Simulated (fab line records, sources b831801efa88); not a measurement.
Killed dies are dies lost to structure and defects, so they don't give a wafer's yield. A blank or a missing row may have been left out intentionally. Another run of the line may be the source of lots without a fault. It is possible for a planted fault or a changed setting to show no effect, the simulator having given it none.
fab line records -- flow sky130 -- part 1 of 2: steps 1 to 25 of 34
record lots=5, wafers=15, last-day=50
route steps=708 shown LDD_P@261 LDD_HVN@267 LDD_HVP@278 LDD_LDN@289
lots that met no fault: from a run of the same line without faults
start-h: hours from the record's opening day to when the first of the lot's shown wafers began -- wait-h: hours since the lot's step before -- " repeats the value in the row above -- L1.1+2: a single row standing in for several wafers -- - no value present, or no start provided -- * or withheld: withheld -- < > ~ a bound
route shown NAME@n: NAME is a module with steps in the file, n the number in the route of the first one -- usual: mean and standard deviation over wafers with no fault -- same: alike in all rows -- chamber/n: place in a boat -- sites: per-site readings -- _std_site: standard deviation of those values -- _edge_site: outer sites' mean less inner sites' -- radius-mm: how far each site lies from the wafer's centre -- mask NAME#n: copy n -- behind: the last tool/chamber to shape the wafer -- hold: why the lot was held/for how many hours/how that ended -- device: which transistor (n, p or np) failed to switch -- end of line: tests of these same wafers at the route's end -- a step given without rows: its recipe and nothing more -- killed: dies lost to structure and defects at the first sort, not the wafer's yield -- map: shows each die of a wafer: x if killed, . if not, _ if none is there
set.NAME: the setting that was run; set.NAME@STEP: the one run at that earlier step -- model.NAME: the simulator's own value behind a step, which no gauge read
lots seen at some steps along the route; tables by step, rows by wafer
services: a tool's chamber out of use, with start hour (start-h, from the record's first day; less than 0 if before it), hours out, and reason
## steps
# step SKY_LDD_P_DEVELOP_06
# recipe resist=NOVOLAK, developer=TMAH, develop-time-s=60, dev-temp-c=23
# usual chill-plate-temp-C=23.01/0.091
# same develop-time-s=60
lot.wafer,tool,chamber,start-h,wait-h,chill-plate-temp-C
L080.1,litho-track-02,0,497.68,0.1,23.04
L080.2,litho-track-02,0,497.68,0.1,23.06
L080.6,litho-track-02,0,497.68,0.1,23.11
L081.2,litho-track-03,0,503.79,0.1,23.03
L081.4,litho-track-03,0,503.79,0.1,23.08
L081.6,litho-track-03,0,503.79,0.1,23.02
L084.3,litho-track-04,0,540.73,0.1,22.83
L084.5,litho-track-04,0,540.73,0.1,22.79
L084.6,litho-track-04,0,540.73,0.1,23.01
L091.1,litho-track-04,0,588.83,0.1,23.04
L091.2,litho-track-04,0,588.83,0.1,23.08
L091.4,litho-track-04,0,588.83,0.1,22.95
L096.2,litho-track-02,0,622.80,0.1,23.14
L096.3,litho-track-02,0,622.80,0.1,23.09
L096.4,litho-track-02,0,622.80,0.1,23.20
# step SKY_LDD_P_CD_MEAS_07
# recipe target-cd-nm=380
# usual cd-nm=379.1/2.7
lot.wafer,tool,chamber,start-h,wait-h,cd-nm
L080.1,cd-sem-02,-,497.83,0.1,375.8
L080.2,cd-sem-02,-,497.83,0.1,380.5
L080.6,cd-sem-02,-,497.83,0.1,377.6
L081.2,cd-sem-01,-,503.94,0.1,378.1
L081.4,cd-sem-01,-,503.94,0.1,378.8
L081.6,cd-sem-01,-,503.94,0.1,380.5
L084.3,cd-sem-02,-,540.98,0.2,378.6
L084.5,cd-sem-02,-,540.98,0.2,377.6
L084.6,cd-sem-02,-,540.98,0.2,376.5
L091.1,cd-sem-01,-,588.98,0.1,381.6
L091.2,cd-sem-01,-,588.98,0.1,377.8
L091.4,cd-sem-01,-,588.98,0.1,377.8
L096.2,cd-sem-01,-,622.95,0.1,378.7
L096.3,cd-sem-01,-,622.95,0.1,379.5
L096.4,cd-sem-01,-,622.95,0.1,379.0
# step SKY_LDD_P_OVL_MEAS_08
# usual LDD_P_OVL=0.7/1.4
lot.wafer,tool,chamber,start-h,wait-h,LDD_P_OVL[nm]
L080.1,overlay-02,-,497.95,0.1,1.1
L080.2,overlay-02,-,497.95,0.1,0.9
L080.6,overlay-02,-,497.95,0.1,-0.5
L081.2,overlay-01,-,504.05,0.1,-1.2
L081.4,overlay-01,-,504.05,0.1,-2.7
L081.6,overlay-01,-,504.05,0.1,-2.5
L084.3,overlay-02,-,541.07,0.1,0.4
L084.5,overlay-02,-,541.07,0.1,1.8
L084.6,overlay-02,-,541.07,0.1,0.0
L091.1,overlay-01,-,589.10,0.1,1.3
L091.2,overlay-01,-,589.10,0.1,2.8
L091.4,overlay-01,-,589.10,0.1,1.9
L096.2,overlay-02,-,623.05,0.1,-1.0
L096.3,overlay-02,-,623.05,0.1,1.4
L096.4,overlay-02,-,623.05,0.1,-0.6
# step SKY_LDD_P_IMPLANT_09
# recipe species=BF2, energy-kev=25, dose-cm2=1e+13, tilt-deg=withheld
# usual beam-on-s=10.01/0.19, faraday-current-uA=56.3/1.1
lot.wafer,tool,chamber,start-h,wait-h,beam-on-s,faraday-current-uA
L080.1,implanter-03,0,497.99,0.0,9.76,58.0
L080.2,implanter-03,0,497.99,0.0,10.10,55.8
L080.6,implanter-03,0,497.99,0.0,9.89,56.8
L081.2,implanter-03,0,504.10,0.0,10.02,56.2
L081.4,implanter-03,0,504.10,0.0,10.01,56.3
L081.6,implanter-03,0,504.10,0.0,10.25,55.2
L084.3,implanter-04,0,541.15,0.1,9.92,56.6
L084.5,implanter-04,0,541.15,0.1,9.55,59.0
L084.6,implanter-04,0,541.15,0.1,10.29,54.9
L091.1,implanter-03,0,589.14,0.0,10.11,56.0
L091.2,implanter-03,0,589.14,0.0,10.03,56.0
L091.4,implanter-03,0,589.14,0.0,10.14,55.6
L096.2,implanter-03,0,623.11,0.0,10.24,55.1
L096.3,implanter-03,0,623.11,0.0,10.35,54.5
L096.4,implanter-03,0,623.11,0.0,10.11,55.7
# step SKY_LDD_P_STRIP_10
# recipe chemistry=O2/N2, power-w=1400, pressure-mtorr=1500, platen-temp-c=withheld, o2-flow-sccm=3000, n2-flow-sccm=300, overash-fraction=0.5
# usual drypump-motor-current-A=5.7/0.38, oes-product-au=0.716/0.0048, strip-time-to-endpoint-s=14.19/0.045
lot.wafer,tool,chamber,start-h,wait-h,drypump-motor-current-A,oes-product-au,rf-hours-counter-h,strip-time-to-endpoint-s
L080.1,plasma-asher-02,0,498.14,0.1,6.3,0.714,35,14.08
L080.2,plasma-asher-02,1,498.14,0.1,5.9,0.720,35,14.12
L080.6,plasma-asher-02,1,498.14,0.1,5.9,0.718,-,14.12
L081.2,plasma-asher-01,0,504.23,0.1,5.2,0.723,7,14.24
L081.4,plasma-asher-01,1,504.23,0.1,5.5,0.724,-,14.19
L081.6,plasma-asher-01,0,504.23,0.1,5.2,0.720,-,14.19
L084.3,plasma-asher-01,1,541.28,0.1,5.5,0.717,-,14.24
L084.5,plasma-asher-01,1,541.28,0.1,5.5,0.716,-,14.22
L084.6,plasma-asher-01,0,541.28,0.1,5.2,0.706,-,14.23
L091.1,plasma-asher-03,0,589.29,0.1,5.8,0.709,87,14.12
L091.2,plasma-asher-03,1,589.29,0.1,5.3,0.724,87,14.14
L091.4,plasma-asher-03,1,589.29,0.1,5.3,0.710,-,14.13
L096.2,plasma-asher-01,0,623.23,0.1,5.2,0.707,19,14.18
L096.3,plasma-asher-01,1,623.23,0.1,5.4,0.706,-,14.22
L096.4,plasma-asher-01,0,623.23,0.1,5.2,0.722,-,14.23
# step SKY_LDD_P_TW_MEAS_11
# usual LDD_P_TW=628/4.6
lot.wafer,tool,chamber,start-h,wait-h,LDD_P_TW
L080.1,film-metro-01,-,498.24,0.1,628
L080.2,film-metro-01,-,498.24,0.1,628
L080.6,film-metro-01,-,498.24,0.1,632
L081.2,film-metro-02,-,504.34,0.1,631
L081.4,film-metro-02,-,504.34,0.1,628
L081.6,film-metro-02,-,504.34,0.1,631
L084.3,film-metro-01,-,541.37,0.1,626
L084.5,film-metro-01,-,541.37,0.1,624
L084.6,film-metro-01,-,541.37,0.1,627
L091.1,film-metro-02,-,589.39,0.1,641
L091.2,film-metro-02,-,589.39,0.1,638
L091.4,film-metro-02,-,589.39,0.1,636
L096.2,film-metro-01,-,623.34,0.1,629
L096.3,film-metro-01,-,623.34,0.1,626
L096.4,film-metro-01,-,623.34,0.1,627
# step SKY_LDD_HVN_DEHYDRATE_00
# recipe temp-c=200, time-s=60
# usual chill-plate-temp-C=22.99/0.09
lot.wafer,tool,chamber,start-h,wait-h,chill-plate-temp-C
L080.1,litho-track-01,0,512.82,14.6,23.06
L080.2,litho-track-01,0,512.82,14.6,23.13
L080.6,litho-track-01,0,512.82,14.6,23.09
L081.2,litho-track-01,0,519.20,14.9,23.00
L081.4,litho-track-01,0,519.20,14.9,23.00
L081.6,litho-track-01,0,519.20,14.9,23.03
L084.3,litho-track-01,0,554.52,13.1,22.85
L084.5,litho-track-01,0,554.52,13.1,22.96
L084.6,litho-track-01,0,554.52,13.1,22.96
L091.1,litho-track-03,0,602.07,12.7,23.11
L091.2,litho-track-03,0,602.07,12.7,23.07
L091.4,litho-track-03,0,602.07,12.7,23.08
L096.2,litho-track-01,0,636.00,12.6,22.92
L096.3,litho-track-01,0,636.00,12.6,23.06
L096.4,litho-track-01,0,636.00,12.6,22.90
# step SKY_LDD_HVN_HMDS_01
# recipe prime-time-s=60, prime-temp-c=120
# usual chill-plate-temp-C=22.99/0.1
lot.wafer,tool,chamber,start-h,wait-h,chill-plate-temp-C
L080.1,litho-track-01,0,512.97,0.1,22.92
L080.2,litho-track-01,0,512.97,0.1,22.98
L080.6,litho-track-01,0,512.97,0.1,23.06
L081.2,litho-track-01,0,519.35,0.1,22.94
L081.4,litho-track-01,0,519.35,0.1,22.94
L081.6,litho-track-01,0,519.35,0.1,22.90
L084.3,litho-track-01,0,554.67,0.1,22.93
L084.5,litho-track-01,0,554.67,0.1,23.01
L084.6,litho-track-01,0,554.67,0.1,22.97
L091.1,litho-track-03,0,602.22,0.1,23.06
L091.2,litho-track-03,0,602.22,0.1,23.03
L091.4,litho-track-03,0,602.22,0.1,22.95
L096.2,litho-track-01,0,636.15,0.1,22.93
L096.3,litho-track-01,0,636.15,0.1,22.84
L096.4,litho-track-01,0,636.15,0.1,23.07
# step SKY_LDD_HVN_COAT_02
# recipe resist=NOVOLAK, spin-rpm=3000, resist-thk-nm=300
# usual chill-plate-temp-C=23.00/0.1
lot.wafer,tool,chamber,start-h,wait-h,chill-plate-temp-C
L080.1,litho-track-01,0,513.12,0.1,23.01
L080.2,litho-track-01,0,513.12,0.1,23.00
L080.6,litho-track-01,0,513.12,0.1,23.10
L081.2,litho-track-01,0,519.50,0.1,23.03
L081.4,litho-track-01,0,519.50,0.1,22.93
L081.6,litho-track-01,0,519.50,0.1,23.01
L084.3,litho-track-01,0,554.82,0.1,22.94
L084.5,litho-track-01,0,554.82,0.1,23.01
L084.6,litho-track-01,0,554.82,0.1,23.08
L091.1,litho-track-03,0,602.37,0.1,23.05
L091.2,litho-track-03,0,602.37,0.1,23.05
L091.4,litho-track-03,0,602.37,0.1,23.00
L096.2,litho-track-01,0,636.30,0.1,23.07
L096.3,litho-track-01,0,636.30,0.1,22.95
L096.4,litho-track-01,0,636.30,0.1,22.91
# step SKY_LDD_HVN_SOFTBAKE_03
# recipe temp-c=90, time-s=60, resist=NOVOLAK
# usual chill-plate-temp-C=23.03/0.11
lot.wafer,tool,chamber,start-h,wait-h,chill-plate-temp-C
L080.1,litho-track-01,0,513.27,0.1,22.98
L080.2,litho-track-01,0,513.27,0.1,23.03
L080.6,litho-track-01,0,513.27,0.1,23.11
L081.2,litho-track-01,0,519.65,0.1,22.93
L081.4,litho-track-01,0,519.65,0.1,23.00
L081.6,litho-track-01,0,519.65,0.1,22.91
L084.3,litho-track-01,0,554.97,0.1,22.97
L084.5,litho-track-01,0,554.97,0.1,23.08
L084.6,litho-track-01,0,554.97,0.1,22.95
L091.1,litho-track-03,0,602.52,0.1,23.09
L091.2,litho-track-03,0,602.52,0.1,22.91
L091.4,litho-track-03,0,602.52,0.1,22.94
L096.2,litho-track-01,0,636.45,0.1,23.06
L096.3,litho-track-01,0,636.45,0.1,22.94
L096.4,litho-track-01,0,636.45,0.1,23.26
# step SKY_LDD_HVN_EXPOSE_04
# recipe mask-id=HVNTM, na=0.6, source-shape=conventional, sigma-outer=0.6, polarization=unpolarized, target-cd-nm=700, dose-mj=127
# usual focus-offset-nm=0.1/0.53
lot.wafer,tool,chamber,start-h,wait-h,mask,focus-offset-nm
L080.1,iline-stepper-01,0,-,-,HVNTM#0,-0.5
L080.2,iline-stepper-01,0,-,-,HVNTM#0,-0.2
L080.6,iline-stepper-01,0,-,-,HVNTM#0,0.2
L081.2,iline-stepper-02,0,-,-,HVNTM#0,0.1
L081.4,iline-stepper-02,0,-,-,HVNTM#0,0.5
L081.6,iline-stepper-02,0,-,-,HVNTM#0,-0.1
L084.3,iline-stepper-01,0,-,-,HVNTM#0,-0.9
L084.5,iline-stepper-01,0,-,-,HVNTM#0,0.4
L084.6,iline-stepper-01,0,-,-,HVNTM#0,0.7
L091.1,iline-stepper-01,0,-,-,HVNTM#0,-0.4
L091.2,iline-stepper-01,0,-,-,HVNTM#0,-0.1
L091.4,iline-stepper-01,0,-,-,HVNTM#0,-0.5
L096.2,iline-stepper-02,0,-,-,HVNTM#0,-0.1
L096.3,iline-stepper-02,0,-,-,HVNTM#0,0.4
L096.4,iline-stepper-02,0,-,-,HVNTM#0,0.5
# step SKY_LDD_HVN_PEB_05
# recipe temp-c=withheld, time-s=*, resist=NOVOLAK
# usual chill-plate-temp-C=*
lot.wafer,tool,chamber,start-h,wait-h,chill-plate-temp-C
L080.1,litho-track-03,0,-,-,*
L080.2,litho-track-03,0,-,-,*
L080.6,litho-track-03,0,-,-,*
L081.2,litho-track-01,0,-,-,*
L081.4,litho-track-01,0,-,-,*
L081.6,litho-track-01,0,-,-,*
L084.3,litho-track-02,0,-,-,*
L084.5,litho-track-02,0,-,-,*
L084.6,litho-track-02,0,-,-,*
L091.1,litho-track-01,0,-,-,*
L091.2,litho-track-01,0,-,-,*
L091.4,litho-track-01,0,-,-,*
L096.2,litho-track-02,0,-,-,*
L096.3,litho-track-02,0,-,-,*
L096.4,litho-track-02,0,-,-,*
# step SKY_LDD_HVN_DEVELOP_06
# recipe resist=NOVOLAK, developer=TMAH, develop-time-s=60, dev-temp-c=23
# usual chill-plate-temp-C=23.02/0.092
# same develop-time-s=60
lot.wafer,tool,chamber,start-h,wait-h,chill-plate-temp-C
L080.1,litho-track-03,0,529.32,0.1,23.09
L080.2,litho-track-03,0,529.32,0.1,22.99
L080.6,litho-track-03,0,529.32,0.1,23.08
L081.2,litho-track-01,0,534.50,0.1,22.97
L081.4,litho-track-01,0,534.50,0.1,22.89
L081.6,litho-track-01,0,534.50,0.1,22.89
L084.3,litho-track-02,0,568.98,0.1,23.05
L084.5,litho-track-02,0,568.98,0.1,23.04
L084.6,litho-track-02,0,568.98,0.1,22.92
L091.1,litho-track-01,0,616.82,0.1,23.20
L091.2,litho-track-01,0,616.82,0.1,23.00
L091.4,litho-track-01,0,616.82,0.1,22.97
L096.2,litho-track-02,0,650.25,0.1,22.84
L096.3,litho-track-02,0,650.25,0.1,22.96
L096.4,litho-track-02,0,650.25,0.1,23.13
# step SKY_LDD_HVN_OVL_MEAS_07
# usual LDD_HVN_OVL=-0.2/1.2
lot.wafer,tool,chamber,start-h,wait-h,LDD_HVN_OVL[nm]
L080.1,overlay-01,-,529.47,0.1,-0.9
L080.2,overlay-01,-,529.47,0.1,-0.1
L080.6,overlay-01,-,529.47,0.1,-0.4
L081.2,overlay-02,-,534.63,0.1,-0.5
L081.4,overlay-02,-,534.63,0.1,-1.3
L081.6,overlay-02,-,534.63,0.1,1.0
L084.3,overlay-01,-,569.09,0.1,0.5
L084.5,overlay-01,-,569.09,0.1,0.9
L084.6,overlay-01,-,569.09,0.1,2.3
L091.1,overlay-02,-,616.97,0.1,0.4
L091.2,overlay-02,-,616.97,0.1,-0.2
L091.4,overlay-02,-,616.97,0.1,0.2
L096.2,overlay-02,-,650.38,0.1,-2.5
L096.3,overlay-02,-,650.38,0.1,-1.8
L096.4,overlay-02,-,650.38,0.1,0.9
# step SKY_LDD_HVN_IMPLANT_08
# recipe species=P, energy-kev=60, dose-cm2=3e+13, tilt-deg=40
# usual beam-on-s=9.98/0.19, faraday-current-uA=169/3.3
lot.wafer,tool,chamber,start-h,wait-h,beam-on-s,faraday-current-uA
L080.1,implanter-04,0,529.51,0.0,9.95,171
L080.2,implanter-04,0,529.51,0.0,10.18,166
L080.6,implanter-04,0,529.51,0.0,10.03,170
L081.2,implanter-01,0,534.68,0.0,9.98,169
L081.4,implanter-01,0,534.68,0.0,10.26,165
L081.6,implanter-01,0,534.68,0.0,9.91,170
L084.3,implanter-04,0,569.16,0.1,10.06,168
L084.5,implanter-04,0,569.16,0.1,10.08,169
L084.6,implanter-04,0,569.16,0.1,9.99,170
L091.1,implanter-01,0,617.01,0.0,9.66,175
L091.2,implanter-01,0,617.01,0.0,10.00,168
L091.4,implanter-01,0,617.01,0.0,10.06,167
L096.2,implanter-02,0,650.44,0.0,9.64,175
L096.3,implanter-02,0,650.44,0.0,9.99,170
L096.4,implanter-02,0,650.44,0.0,10.04,168
# step SKY_LDD_HVN_STRIP_09
# recipe chemistry=O2/N2, power-w=1400, pressure-mtorr=1500, platen-temp-c=withheld, o2-flow-sccm=3000, n2-flow-sccm=300, overash-fraction=0.5
# usual drypump-motor-current-A=5.6/0.47, oes-product-au=0.408/0.0051, strip-time-to-endpoint-s=4.137/0.019
lot.wafer,tool,chamber,start-h,wait-h,drypump-motor-current-A,oes-product-au,rf-hours-counter-h,strip-time-to-endpoint-s
L080.1,plasma-asher-03,0,529.66,0.1,5.9,0.404,82,4.130
L080.2,plasma-asher-03,1,529.66,0.1,5.3,0.410,82,4.125
L080.6,plasma-asher-03,0,529.66,0.1,5.8,0.409,-,4.144
L081.2,plasma-asher-04,0,534.81,0.1,6.8,0.411,73,4.129
L081.4,plasma-asher-04,1,534.81,0.1,5.3,0.409,-,4.103
L081.6,plasma-asher-04,1,534.81,0.1,5.3,0.398,-,4.130
L084.3,plasma-asher-04,1,569.30,0.1,5.3,0.412,-,4.142
L084.5,plasma-asher-04,0,569.30,0.1,6.8,0.407,-,4.138
L084.6,plasma-asher-04,1,569.30,0.1,5.3,0.413,-,4.145
L091.1,plasma-asher-01,1,617.16,0.1,5.4,0.411,19,4.129
L091.2,plasma-asher-01,0,617.16,0.1,5.2,0.417,19,4.149
L091.4,plasma-asher-01,1,617.16,0.1,5.5,0.402,-,4.138
L096.2,plasma-asher-04,0,650.56,0.1,6.8,0.402,85,4.129
L096.3,plasma-asher-04,0,650.56,0.1,6.8,0.409,-,4.134
L096.4,plasma-asher-04,1,650.56,0.1,5.2,0.405,-,4.130
# step SKY_LDD_HVN_TW_MEAS_10
# usual LDD_HVN_TW=1417/6.4
lot.wafer,tool,chamber,start-h,wait-h,LDD_HVN_TW
L080.1,film-metro-01,-,529.76,0.1,1413
L080.2,film-metro-01,-,529.76,0.1,1412
L080.6,film-metro-01,-,529.76,0.1,1408
L081.2,film-metro-01,-,534.92,0.1,1407
L081.4,film-metro-01,-,534.92,0.1,1409
L081.6,film-metro-01,-,534.92,0.1,1414
L084.3,film-metro-03,-,569.38,0.1,1420
L084.5,film-metro-03,-,569.38,0.1,1417
L084.6,film-metro-03,-,569.38,0.1,1421
L091.1,film-metro-01,-,617.26,0.1,1421
L091.2,film-metro-01,-,617.26,0.1,1425
L091.4,film-metro-01,-,617.26,0.1,1414
L096.2,film-metro-01,-,650.67,0.1,1419
L096.3,film-metro-01,-,650.67,0.1,1417
L096.4,film-metro-01,-,650.67,0.1,1415
# step SKY_LDD_HVP_DEHYDRATE_00
# recipe temp-c=200, time-s=60
# usual chill-plate-temp-C=23.01/0.11
lot.wafer,tool,chamber,start-h,wait-h,chill-plate-temp-C
L080.1,litho-track-04,0,543.38,13.6,23.01
L080.2,litho-track-04,0,543.38,13.6,23.02
L080.6,litho-track-04,0,543.38,13.6,23.20
L081.2,litho-track-01,0,548.45,13.5,22.97
L081.4,litho-track-01,0,548.45,13.5,22.91
L081.6,litho-track-01,0,548.45,13.5,23.01
L084.3,litho-track-04,0,582.98,13.6,22.99
L084.5,litho-track-04,0,582.98,13.6,23.07
L084.6,litho-track-04,0,582.98,13.6,23.21
L091.1,litho-track-01,0,629.42,12.2,23.16
L091.2,litho-track-01,0,629.42,12.2,23.01
L091.4,litho-track-01,0,629.42,12.2,23.03
L096.2,litho-track-03,0,663.34,12.7,22.86
L096.3,litho-track-03,0,663.34,12.7,22.82
L096.4,litho-track-03,0,663.34,12.7,22.95
# step SKY_LDD_HVP_HMDS_01
# recipe prime-time-s=60, prime-temp-c=120
# usual chill-plate-temp-C=23.01/0.11
lot.wafer,tool,chamber,start-h,wait-h,chill-plate-temp-C
L080.1,litho-track-04,0,543.53,0.1,22.97
L080.2,litho-track-04,0,543.53,0.1,22.96
L080.6,litho-track-04,0,543.53,0.1,23.18
L081.2,litho-track-01,0,548.60,0.1,22.93
L081.4,litho-track-01,0,548.60,0.1,23.01
L081.6,litho-track-01,0,548.60,0.1,23.17
L084.3,litho-track-04,0,583.13,0.1,22.93
L084.5,litho-track-04,0,583.13,0.1,22.92
L084.6,litho-track-04,0,583.13,0.1,23.02
L091.1,litho-track-01,0,629.57,0.1,23.04
L091.2,litho-track-01,0,629.57,0.1,23.11
L091.4,litho-track-01,0,629.57,0.1,23.17
L096.2,litho-track-03,0,663.49,0.1,22.85
L096.3,litho-track-03,0,663.49,0.1,22.90
L096.4,litho-track-03,0,663.49,0.1,23.10
# step SKY_LDD_HVP_COAT_02
# recipe resist=NOVOLAK, spin-rpm=3000, resist-thk-nm=300
# usual chill-plate-temp-C=23.00/0.1
lot.wafer,tool,chamber,start-h,wait-h,chill-plate-temp-C
L080.1,litho-track-04,0,543.68,0.1,22.94
L080.2,litho-track-04,0,543.68,0.1,23.09
L080.6,litho-track-04,0,543.68,0.1,22.96
L081.2,litho-track-01,0,548.75,0.1,23.06
L081.4,litho-track-01,0,548.75,0.1,23.06
L081.6,litho-track-01,0,548.75,0.1,22.90
L084.3,litho-track-04,0,583.28,0.1,22.91
L084.5,litho-track-04,0,583.28,0.1,22.92
L084.6,litho-track-04,0,583.28,0.1,23.00
L091.1,litho-track-01,0,629.72,0.1,22.99
L091.2,litho-track-01,0,629.72,0.1,22.91
L091.4,litho-track-01,0,629.72,0.1,23.07
L096.2,litho-track-03,0,663.64,0.1,22.88
L096.3,litho-track-03,0,663.64,0.1,23.04
L096.4,litho-track-03,0,663.64,0.1,22.99
# step SKY_LDD_HVP_SOFTBAKE_03
# recipe temp-c=90, time-s=60, resist=NOVOLAK
# usual chill-plate-temp-C=22.99/0.12
lot.wafer,tool,chamber,start-h,wait-h,chill-plate-temp-C
L080.1,litho-track-04,0,543.83,0.1,22.97
L080.2,litho-track-04,0,543.83,0.1,23.06
L080.6,litho-track-04,0,543.83,0.1,22.91
L081.2,litho-track-01,0,548.90,0.1,22.94
L081.4,litho-track-01,0,548.90,0.1,22.86
L081.6,litho-track-01,0,548.90,0.1,23.08
L084.3,litho-track-04,0,583.43,0.1,22.99
L084.5,litho-track-04,0,583.43,0.1,22.97
L084.6,litho-track-04,0,583.43,0.1,23.02
L091.1,litho-track-01,0,629.87,0.1,23.04
L091.2,litho-track-01,0,629.87,0.1,23.11
L091.4,litho-track-01,0,629.87,0.1,23.00
L096.2,litho-track-03,0,663.79,0.1,22.82
L096.3,litho-track-03,0,663.79,0.1,22.93
L096.4,litho-track-03,0,663.79,0.1,22.86
# step SKY_LDD_HVP_EXPOSE_04
# recipe mask-id=HVPTM, na=0.6, source-shape=conventional, sigma-outer=0.6, polarization=unpolarized, target-cd-nm=700, dose-mj=86
# usual focus-offset-nm=0.0/0.51
lot.wafer,tool,chamber,start-h,wait-h,mask,focus-offset-nm
L080.1,iline-stepper-02,0,-,-,HVPTM#0,0.7
L080.2,iline-stepper-02,0,-,-,HVPTM#0,0.4
L080.6,iline-stepper-02,0,-,-,HVPTM#0,0.7
L081.2,iline-stepper-01,0,-,-,HVPTM#0,1.0
L081.4,iline-stepper-01,0,-,-,HVPTM#0,0.8
L081.6,iline-stepper-01,0,-,-,HVPTM#0,-0.1
L084.3,iline-stepper-01,0,-,-,HVPTM#0,0.5
L084.5,iline-stepper-01,0,-,-,HVPTM#0,0.0
L084.6,iline-stepper-01,0,-,-,HVPTM#0,-0.5
L091.1,iline-stepper-01,0,-,-,HVPTM#0,-0.8
L091.2,iline-stepper-01,0,-,-,HVPTM#0,-0.3
L091.4,iline-stepper-01,0,-,-,HVPTM#0,0.7
L096.2,iline-stepper-01,0,-,-,HVPTM#0,0.3
L096.3,iline-stepper-01,0,-,-,HVPTM#0,0.8
L096.4,iline-stepper-01,0,-,-,HVPTM#0,0.4
# step SKY_LDD_HVP_PEB_05
# recipe temp-c=withheld, time-s=*, resist=NOVOLAK
# usual chill-plate-temp-C=*
lot.wafer,tool,chamber,start-h,wait-h,chill-plate-temp-C
L080.1,litho-track-01,0,-,-,*
L080.2,litho-track-01,0,-,-,*
L080.6,litho-track-01,0,-,-,*
L081.2,litho-track-03,0,-,-,*
L081.4,litho-track-03,0,-,-,*
L081.6,litho-track-03,0,-,-,*
L084.3,litho-track-03,0,-,-,*
L084.5,litho-track-03,0,-,-,*
L084.6,litho-track-03,0,-,-,*
L091.1,litho-track-01,0,-,-,*
L091.2,litho-track-01,0,-,-,*
L091.4,litho-track-01,0,-,-,*
L096.2,litho-track-03,0,-,-,*
L096.3,litho-track-03,0,-,-,*
L096.4,litho-track-03,0,-,-,*
# step SKY_LDD_HVP_DEVELOP_06
# recipe resist=NOVOLAK, developer=TMAH, develop-time-s=60, dev-temp-c=23
# usual chill-plate-temp-C=23.02/0.1
# same develop-time-s=60
lot.wafer,tool,chamber,start-h,wait-h,chill-plate-temp-C
L080.1,litho-track-01,0,558.42,0.1,23.17
L080.2,litho-track-01,0,558.42,0.1,23.20
L080.6,litho-track-01,0,558.42,0.1,23.14
L081.2,litho-track-03,0,563.04,0.1,22.91
L081.4,litho-track-03,0,563.04,0.1,22.64
L081.6,litho-track-03,0,563.04,0.1,22.87
L084.3,litho-track-03,0,596.82,0.1,23.03
L084.5,litho-track-03,0,596.82,0.1,22.95
L084.6,litho-track-03,0,596.82,0.1,23.04
L091.1,litho-track-01,0,643.32,0.1,23.03
L091.2,litho-track-01,0,643.32,0.1,23.13
L091.4,litho-track-01,0,643.32,0.1,22.93
L096.2,litho-track-03,0,677.69,0.1,23.16
L096.3,litho-track-03,0,677.69,0.1,23.04
L096.4,litho-track-03,0,677.69,0.1,23.03
# step SKY_LDD_HVP_OVL_MEAS_07
# usual LDD_HVP_OVL=0.2/1.4
lot.wafer,tool,chamber,start-h,wait-h,LDD_HVP_OVL[nm]
L080.1,overlay-02,-,558.57,0.1,-2.4
L080.2,overlay-02,-,558.57,0.1,0.3
L080.6,overlay-02,-,558.57,0.1,1.0
L081.2,overlay-02,-,563.18,0.1,-1.1
L081.4,overlay-02,-,563.18,0.1,-1.5
L081.6,overlay-02,-,563.18,0.1,-0.7
L084.3,overlay-01,-,596.93,0.1,1.5
L084.5,overlay-01,-,596.93,0.1,1.9
L084.6,overlay-01,-,596.93,0.1,2.1
L091.1,overlay-02,-,643.47,0.1,0.4
L091.2,overlay-02,-,643.47,0.1,-0.7
L091.4,overlay-02,-,643.47,0.1,-0.8
L096.2,overlay-02,-,677.83,0.1,0.6
L096.3,overlay-02,-,677.83,0.1,0.9
L096.4,overlay-02,-,677.83,0.1,0.1
